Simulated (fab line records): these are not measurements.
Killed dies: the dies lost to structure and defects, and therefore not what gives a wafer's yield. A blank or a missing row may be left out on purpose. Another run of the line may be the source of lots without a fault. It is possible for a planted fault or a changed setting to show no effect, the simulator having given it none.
fab line records    flow sky130
record lots=5  wafers=15  lastDay=49
route steps=708 shown VIA2@522 METAL3@532 CAPM@537 PAD_OPEN@708
lots untouched by any fault: they come from a run of this same line in which no faults occurred
startH: the number of hours between the record's first day and the start of the first shown wafer of the lot    waitH: hours since the lot's step before    " the same as in the row above    L1.1+2: one row covering several wafers at once    - no value present, or no start provided    * or withheld: withheld    < > ~ a bound
route shown NAME@n: a module of which the file shows steps, and the number in the route of the first    usual: mean and standard deviation over wafers with no fault    same: alike in all rows    chamber/n: place in a boat    sites: the reading at each site    _std_site: how widely they spread, as a standard deviation    _edge_site: the outer-site mean with the inner-site mean subtracted    radiusMm: for every site, how far away it sits from the centre of the wafer    mask NAME#n: copy n    behind: the tool/chamber that last shaped the wafer    hold: why the lot went on hold/how many hours it stayed there/how the hold came to an end    device: the transistor (n, p or np) that didn't switch    end of line: the same wafers' tests at the end of the route    a step with no rows: only its recipe    killed: at the first sort, the dies lost to defects and structure; wafer yield is something else    map: a wafer's dies, x killed, . not, _ none there
set.NAME: the setting that was run; set.NAME@STEP: the one run at that earlier step    model.NAME: the simulator's own value behind a step, which no gauge read
a table for each step, a row for each wafer; lots at some steps of the route
services: from which hour (startH, from the record's first day; less than 0 if before it) a tool's chamber was out of use, for how many hours, and why
## steps
# step SKY_VIA2_ETCH_15
# recipe target=SiO2  chemistry=C4F8/O2/Ar  targetDepthNm=546  stopOn=TiN  maskMaterial=KrF-thick  sourceW=1500  biasW=1200  pressureMtorr=40  c4f8FlowSccm=withheld  O2_flow_sccm=6  Ar_flow_sccm=300  timeS=84
# step SKY_VIA2_STRIP_16
# recipe chemistry=O2/N2  powerW=1400  pressureMtorr=1500  platenTempC=withheld  o2FlowSccm=3000  n2FlowSccm=300  overashFraction=0.5
# step SKY_VIA2_STRIP_17
# recipe chemistry=postEtchResidueRemover  timeS=1200  tempC=72.5
# step SKY_VIA2_CLEAN_18
# recipe chemistry=IPA  timeS=180  tempC=25
# step SKY_VIA2_CLEAN_19
# recipe chemistry=O3/DIW  dry=n2Spin
# step SKY_VIA2_SPUTTER_20
# recipe material=TiN  targetThkNm=20  chamberPressurePa=5  powerW=4000  timeS=80
# step SKY_VIA2_CVD_21
# recipe material=W  targetThkNm=420  timeS=126.4  tempC=400  pressureTorr=40
# step SKY_VIA2_CMP_24
# recipe stopOn=SiO2  tOverpolishS=20  downForcePsi=3.5  platenRpm=60  targetThkNm=0  padVelocityMS=0.94248
# step SKY_METAL3_SPUTTER_00
# recipe material=Ti  targetThkNm=15  powerW=3000  timeS=10  chamberPressurePa=0.4
# step SKY_METAL3_SPUTTER_01
# recipe material=TiN  targetThkNm=20  powerW=6500  timeS=16.7  chamberPressurePa=0.4
# step SKY_METAL3_SPUTTER_02
# recipe material=AlCu  targetThkNm=735  powerW=10600  timeS=39.1  chamberPressurePa=0.4
# usual cathodeDcPowerW=10600/2  throttleValvePct=30.2/1.1
lot.wafer  tool           chamber  startH  waitH  cathodeDcPowerW  throttleValvePct  model.AlCu_of_METAL3_SPUTTER_02.thkNm
L958.2     pvdSputter-02  -        918.01  0.0    10595            29.9              727.2
L958.3     "              -        "       "      10599            31.4              730.4
L958.5     "              -        "       "      10598            29.0              737.6
L963.1     pvdSputter-04  -        945.70  0.0    10603            28.9              732.5
L963.2     "              -        "       "      10601            30.3              728.5
L963.5     "              -        "       "      10599            29.1              733.8
L962.2     pvdSputter-02  -        950.80  0.0    10599            29.1              1405
L962.3     "              -        "       "      10603            31.5              1393
L962.6     "              -        "       "      10597            29.3              1406
L965.3     pvdSputter-02  -        967.35  0.0    10600            31.1              1401
L965.4     "              -        "       "      10603            29.5              1394
L965.6     "              -        "       "      10600            29.5              1398
L964.2     pvdSputter-02  -        969.60  0.0    10602            31.4              1403
L964.4     "              -        "       "      10600            31.7              1391
L964.6     "              -        "       "      10601            31.3              1404
# step SKY_METAL3_SPUTTER_03
# recipe material=Ti  targetThkNm=5  powerW=3000  timeS=3.3  chamberPressurePa=0.4
# step SKY_METAL3_SPUTTER_04
# recipe material=TiN  targetThkNm=70  powerW=6500  timeS=58.3  chamberPressurePa=0.4
# step SKY_CAPM_CVD_00
# recipe material=SiO2  targetThkNm=15.5  tempC=400  timeS=withheld  rfW=450
# step SKY_CAPM_SPUTTER_02
# recipe material=TiN  targetThkNm=200  tempC=300  powerW=6500  timeS=172.9  chamberPressurePa=0.4
# step SKY_CAPM_DEHYDRATE_05
# recipe tempC=200  timeS=60
# step SKY_CAPM_HMDS_06
# recipe primeTimeS=60  primeTempC=120
# step SKY_CAPM_COAT_07
# recipe resist=NOVOLAK  spinRpm=3000  resistThkNm=1140
# step SKY_CAPM_SOFTBAKE_08
# recipe tempC=90  timeS=60  resist=NOVOLAK
# step SKY_CAPM_EXPOSE_09
# recipe maskId=CAPM  na=0.6  sourceShape=conventional  sigmaOuter=0.6  polarization=unpolarized  targetCdNm=1000  doseMj=159
# step SKY_CAPM_PEB_10
# recipe tempC=withheld  timeS=*  resist=NOVOLAK
# step SKY_CAPM_DEVELOP_11
# recipe resist=NOVOLAK  developer=TMAH  developTimeS=60  devTempC=23
# step SKY_CAPM_METAL_ETCH_13
# recipe targetDepthNm=220  stopOn=SiO2  chemistry=Cl2/BCl3  target=TiN  pressureMtorr=10  icpW=900  biasW=48.5  Cl2_flow_sccm=60  bcl3FlowSccm=30  timeS=62.9
# step SKY_CAPM_STRIP_14
# recipe chemistry=O2/N2  powerW=1400  pressureMtorr=1500  platenTempC=withheld  o2FlowSccm=3000  n2FlowSccm=300  overashFraction=0.5
# step SKY_CAPM_STRIP_15
# recipe chemistry=postEtchResidueRemover  timeS=1200  tempC=72.5
# step SKY_CAPM_CLEAN_16
# recipe chemistry=IPA  timeS=180  tempC=25
# step SKY_CAPM_CLEAN_17
# recipe chemistry=O3/DIW  dry=n2Spin
# step SKY_METAL3_DEHYDRATE_05
# recipe tempC=200  timeS=60
# step SKY_METAL3_HMDS_06
# recipe primeTimeS=60  primeTempC=120
# step SKY_METAL3_COAT_07
# recipe resist=BARC  tempC=withheld  timeS=withheld  spinRpm=3000  resistThkNm=60
# step SKY_METAL3_COAT_08
# recipe resist=KrF-thick  spinRpm=3000  resistThkNm=1140
# step SKY_METAL3_SOFTBAKE_09
# recipe tempC=100  timeS=90  resist=KrF-thick
# step SKY_METAL3_EXPOSE_10
# recipe maskId=MM3  na=0.68  sourceShape=annular  sigmaInner=0.4  sigmaOuter=0.8  targetCdNm=300  doseMj=28
# step SKY_METAL3_PEB_11
# recipe pebTempC=withheld  pebTimeS=withheld  resist=KrF-thick
# step SKY_METAL3_DEVELOP_12
# recipe developTimeS=60  resist=KrF-thick  devTempC=21
# step SKY_METAL3_METAL_ETCH_18
# recipe targetDepthA=8450  stopOn=SiO2  overEtchFrac=0.3  timeS=183.1  chemistry=Cl2/BCl3  resistSidewallDeg=88  pressureMtorr=10  icpW=900  biasW=48.5  Cl2_flow_sccm=60  bcl3FlowSccm=30
# usual drypumpMotorCurrentA=5.9/0.35  heBacksideLeakSccm=3.4/0.37  oesProductAu=0.866/0.0064  throttleValvePct=22.264/0.0089
# same timeS=183.1
lot.wafer  tool         chamber  startH   waitH  drypumpMotorCurrentA  heBacksideLeakSccm  oesProductAu  rfHoursCounterH  throttleValvePct
L958.2     rieMetal-03  0        968.07   0.0    5.5                   3.5                 0.859         18               22.248
L958.3     "            1        "        "      6.0                   3.3                 0.863         -                22.257
L958.5     "            0        "        "      5.5                   3.1                 0.867         -                22.269
L963.1     rieMetal-02  1        994.10   0.0    6.1                   3.5                 0.871         15               22.262
L963.2     "            0        "        "      5.9                   3.1                 0.861         10               22.255
L963.5     "            0        "        "      5.9                   3.0                 0.865         -                22.261
L962.2     rieMetal-02  1        998.73   0.0    6.1                   3.2                 0.983         16               22.263
L962.3     "            1        "        "      6.1                   3.3                 0.996         -                22.266
L962.6     "            1        "        "      6.1                   3.1                 0.976         -                22.262
L965.3     rieMetal-03  1        1015.33  0.1    6.0                   3.7                 1.000         -                22.272
L965.4     "            0        "        "      5.5                   3.5                 1.023         -                22.261
L965.6     "            1        "        "      6.0                   3.6                 0.992         -                22.275
L964.2     rieMetal-04  0        1018.20  0.0    5.3                   3.2                 0.992         14               22.260
L964.4     "            1        "        "      6.4                   3.5                 1.019         -                22.276
L964.6     "            1        "        "      6.4                   3.6                 1.019         -                22.265
# step SKY_PAD_OPEN_PROBE_99
# usual defectLimitedYield=83.0/1.8  killed_at_M0_to_M3=42/6.6  killed_at_M4_up=3.0/1.7  killedAtContacts=24/5.3  killedAtFrontEnd=15/4.5  killedAtOther=0.2/0.49  killedDies=83/9  killedOnRim=16/4  killedOpen=45/6.9  killedShort=38/5.8  sort_bin_3_pad_short=0.8/0.4  sort_bin_5_function=10.0/1.5  sort_bin_6_memory=6.1/1.1  sortNPass=409/9  sortYieldPct=83.0/1.8
# same grossDies=492  killedAtBackSide=0  sort_bin_4_leakage[%]=0  sort_bin_8_speed[%]=0
lot.wafer  tool       chamber  startH   waitH  defectLimitedYield[%]  killed_at_M0_to_M3  killed_at_M4_up  killedAtContacts  killedAtFrontEnd  killedAtOther  killedDies  killedOnRim  killedOpen  killedShort  sort_bin_3_pad_short[%]  sort_bin_5_function[%]  sort_bin_6_memory[%]  sortNPass  sortYieldPct[%]
L963.1     prober-02  -        1156.50  0.1    85.8                   44                  4                12                9                 1              70          9            36          34           1.0                      7.3                     5.9                   422        85.8
L963.2     prober-02  -        1156.55  0.1    85.4                   38                  2                17                15                0              72          13           38          34           0.8                      7.5                     6.3                   420        85.4
L963.5     prober-02  -        1156.70  0.2    85.0                   34                  5                20                15                0              74          14           36          38           1.4                      8.1                     5.5                   418        85.0
L962.2     prober-01  -        1156.93  0.1    0                      436                 3                37                16                0              492         96           45          42           0.6                      92.3                    7.1                   0          0
L962.3     prober-01  -        1156.98  0.2    0                      446                 3                19                23                1              492         96           44          40           0.8                      92.3                    6.9                   0          0
L962.6     prober-01  -        1157.13  0.2    0                      461                 4                24                3                 0              492         96           45          27           0.4                      94.7                    4.9                   0          0
L965.3     prober-02  -        1168.19  0.2    0                      449                 3                18                21                1              492         96           51          42           1.0                      91.7                    7.3                   0          0
L965.4     prober-02  -        1168.24  0.2    0                      452                 3                23                14                0              492         96           39          47           1.6                      94.3                    4.1                   0          0
L965.6     prober-02  -        1168.34  0.2    0                      442                 5                21                24                0              492         96           61          43           0.6                      92.1                    7.3                   0          0
L964.2     prober-02  -        1171.13  0.1    0                      439                 6                27                20                0              492         96           42          50           0.4                      93.5                    6.1                   0          0
L964.4     prober-02  -        1171.23  0.2    0                      442                 2                29                19                0              492         96           42          44           1.0                      93.3                    5.7                   0          0
L964.6     prober-02  -        1171.33  0.2    0                      443                 3                23                23                0              492         96           46          38           0.8                      92.7                    6.5                   0          0
# killed by level:class
L963.1 VIA1:geometricParticle:open=9 VIA3:geometricParticle:open=8 METAL2:geometricParticle:short=7 CONTACT:geometricParticle:open=4 METAL4:geometricParticle:short=4 VIA2:geometricParticle:open=4 VIA2:geometricParticle:short=4 VIA3:geometricParticle:short=4
L963.2 VIA1:geometricParticle:open=10 METAL2:geometricParticle:short=6 LI_CONTACT:geometricParticle:open=5 VIA1:geometricParticle:short=5 LI_CONTACT:geometricParticle:short=4 CONTACT:geometricParticle:short=4 VIA2:geometricParticle:open=4 VIA3:geometricParticle:open=4
L963.5 VIA1:geometricParticle:open=7 LOCAL_INTERCONNECT:geometricParticle:short=7 VIA2:geometricParticle:open=5 VIA2:geometricParticle:short=5 FIELD_ISO:geometricParticle:short=4 FIELD_ISO:geometricParticle:open=4 LI_CONTACT:geometricParticle:open=4 LI_CONTACT:geometricParticle:short=4
L962.2 METAL3:areaEtch=404 LI_CONTACT:geometricParticle:open=10 CONTACT:geometricParticle:open=9 CONTACT:geometricParticle:short=7 VIA2:geometricParticle:open=7 POLY_GATE:geometricParticle:short=6 LOCAL_INTERCONNECT:geometricParticle:short=6 METAL2:geometricParticle:short=6
L962.3 METAL3:areaEtch=407 VIA1:geometricParticle:open=8 LI_CONTACT:geometricParticle:open=7 CONTACT:geometricParticle:open=7 VIA2:geometricParticle:open=6 METAL3:geometricParticle:short=6 POLY_GATE:geometricParticle:short=5 POLY_GATE:geometricParticle:open=5
L962.6 METAL3:areaEtch=420 CONTACT:geometricParticle:open=14 VIA1:geometricParticle:open=11 VIA2:geometricParticle:open=7 METAL1:geometricParticle:short=6 VIA1:geometricParticle:short=5 CONTACT:geometricParticle:short=4 LI_CONTACT:geometricParticle:open=3
L965.3 METAL3:areaEtch=398 VIA1:geometricParticle:open=15 FIELD_ISO:geometricParticle:short=9 CONTACT:geometricParticle:open=7 METAL2:geometricParticle:short=7 FIELD_ISO:geometricParticle:open=5 VIA1:geometricParticle:short=5 LI_CONTACT:geometricParticle:open=4
L965.4 METAL3:areaEtch=405 CONTACT:geometricParticle:open=9 VIA3:geometricParticle:open=9 METAL2:geometricParticle:short=9 CONTACT:geometricParticle:short=8 METAL1:geometricParticle:short=7 VIA1:geometricParticle:open=5 FIELD_ISO:geometricParticle:short=4
L965.6 METAL3:areaEtch=385 VIA1:geometricParticle:open=19 CONTACT:geometricParticle:open=11 FIELD_ISO:geometricParticle:short=9 VIA2:geometricParticle:open=8 VIA1:geometricParticle:short=8 POLY_GATE:geometricParticle:open=6 METAL2:geometricParticle:short=6
L964.2 METAL3:areaEtch=400 VIA2:geometricParticle:open=10 CONTACT:geometricParticle:open=8 CONTACT:geometricParticle:short=8 METAL1:geometricParticle:short=8 POLY_GATE:geometricParticle:short=6 LI_CONTACT:geometricParticle:open=6 VIA1:geometricParticle:open=6
L964.4 METAL3:areaEtch=406 CONTACT:geometricParticle:open=10 VIA1:geometricParticle:open=9 LOCAL_INTERCONNECT:geometricParticle:short=7 FIELD_ISO:geometricParticle:short=6 LI_CONTACT:geometricParticle:open=5 METAL2:geometricParticle:short=5 CONTACT:geometricParticle:short=4
L964.6 METAL3:areaEtch=408 VIA2:geometricParticle:open=10 FIELD_ISO:geometricParticle:short=7 LI_CONTACT:geometricParticle:open=7 VIA1:geometricParticle:open=7 CONTACT:geometricParticle:short=5 POLY_GATE:geometricParticle:short=4 SPACER:geometricParticle:short=4
# map L962.2 (x killed, . not)
__________xxxxxxxxxx_________
________xxxxxxxxxxxxxx_______
______xxxxxxxxxxxxxxxxxx_____
_____xxxxxxxxxxxxxxxxxxxx____
____xxxxxxxxxxxxxxxxxxxxxx___
___xxxxxxxxxxxxxxxxxxxxxxxx__
__xxxxxxxxxxxxxxxxxxxxxxxxxx_
_xxxxxxxxxxxxxxxxxxxxxxxxxxxx
_xxxxxxxxxxxxxxxxxxxxxxxxxxxx
_xxxxxxxxxxxxxxxxxxxxxxxxxxxx
_xxxxxxxxxxxxxxxxxxxxxxxxxxxx
_xxxxxxxxxxxxxxxxxxxxxxxxxxxx
_xxxxxxxxxxxxxxxxxxxxxxxxxxxx
_xxxxxxxxxxxxxxxxxxxxxxxxxxxx
_xxxxxxxxxxxxxxxxxxxxxxxxxxxx
__xxxxxxxxxxxxxxxxxxxxxxxxxx_
___xxxxxxxxxxxxxxxxxxxxxxxx__
____xxxxxxxxxxxxxxxxxxxxxx___
_____xxxxxxxxxxxxxxxxxxxx____
______xxxxxxxxxxxxxxxxxx_____
________xxxxxxxxxxxxxx_______
__________xxxxxxxxxx_________
# map L964.2 (x killed, . not)
__________xxxxxxxxxx_________
________xxxxxxxxxxxxxx_______
______xxxxxxxxxxxxxxxxxx_____
_____xxxxxxxxxxxxxxxxxxxx____
____xxxxxxxxxxxxxxxxxxxxxx___
___xxxxxxxxxxxxxxxxxxxxxxxx__
__xxxxxxxxxxxxxxxxxxxxxxxxxx_
_xxxxxxxxxxxxxxxxxxxxxxxxxxxx
_xxxxxxxxxxxxxxxxxxxxxxxxxxxx
_xxxxxxxxxxxxxxxxxxxxxxxxxxxx
_xxxxxxxxxxxxxxxxxxxxxxxxxxxx
_xxxxxxxxxxxxxxxxxxxxxxxxxxxx
_xxxxxxxxxxxxxxxxxxxxxxxxxxxx
_xxxxxxxxxxxxxxxxxxxxxxxxxxxx
_xxxxxxxxxxxxxxxxxxxxxxxxxxxx
__xxxxxxxxxxxxxxxxxxxxxxxxxx_
___xxxxxxxxxxxxxxxxxxxxxxxx__
____xxxxxxxxxxxxxxxxxxxxxx___
_____xxxxxxxxxxxxxxxxxxxx____
______xxxxxxxxxxxxxxxxxx_____
________xxxxxxxxxxxxxx_______
__________xxxxxxxxxx_________
## services
tool           chamber  startH   hours  kind
pvdSputter-02  -        908.35   4.1    repair
pvdSputter-02  0        939.23   -      consumableReplace:kit
pvdSputter-02  0        939.23   18.0   scheduledDown
pvdSputter-02  0        939.23   18.0   ventCycle
rieMetal-04    0        983.52   15.0   repair
pvdSputter-04  -        1004.57  4.8    repair
## key
firstSign step=SKY_METAL3_METAL_ETCH_18  reading=oesProductAu  direction=up  sigmas=21  usual=0.866  struck=1.000
effect step=SKY_PAD_OPEN_PROBE_99  reading=killed_at_M0_to_M3  direction=up  sigmas=61  usual=42  struck=446
modelEffect step=SKY_METAL3_SPUTTER_02  value=AlCu_of_METAL3_SPUTTER_02.thkNm  without=737.3  struck=1399
moreKillsBornAt SKY_METAL3_METAL_ETCH_18@rieMetal-02=1231  SKY_METAL3_METAL_ETCH_18@rieMetal-04=1214  SKY_METAL3_METAL_ETCH_18@rieMetal-03=1188
metAt SKY_METAL3_SPUTTER_02
struckWafers L962.2,L962.3,L962.6,L964.2,L964.4,L964.6,L965.3,L965.4,L965.6
laterRowsLeftOut L962.2,L962.3,L962.6,L964.2,L964.4,L964.6,L965.3,L965.4,L965.6
onsetBetween 918.01 950.80
alsoFits time
fault kind=processParameterDrift  tool=pvdSputter-02  chamber=-  onsetH=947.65  steps=SKY_METAL3_SPUTTER_02  channel=targetThkNm  offset=661.98  shape=step  endH=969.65  actsIn=theseRecipesOnly  stated=735
# laterRowsLeftOut: the simulator's readings of these wafers behind a module that went badly wrong aren't trusted and aren't shown, but for the sort
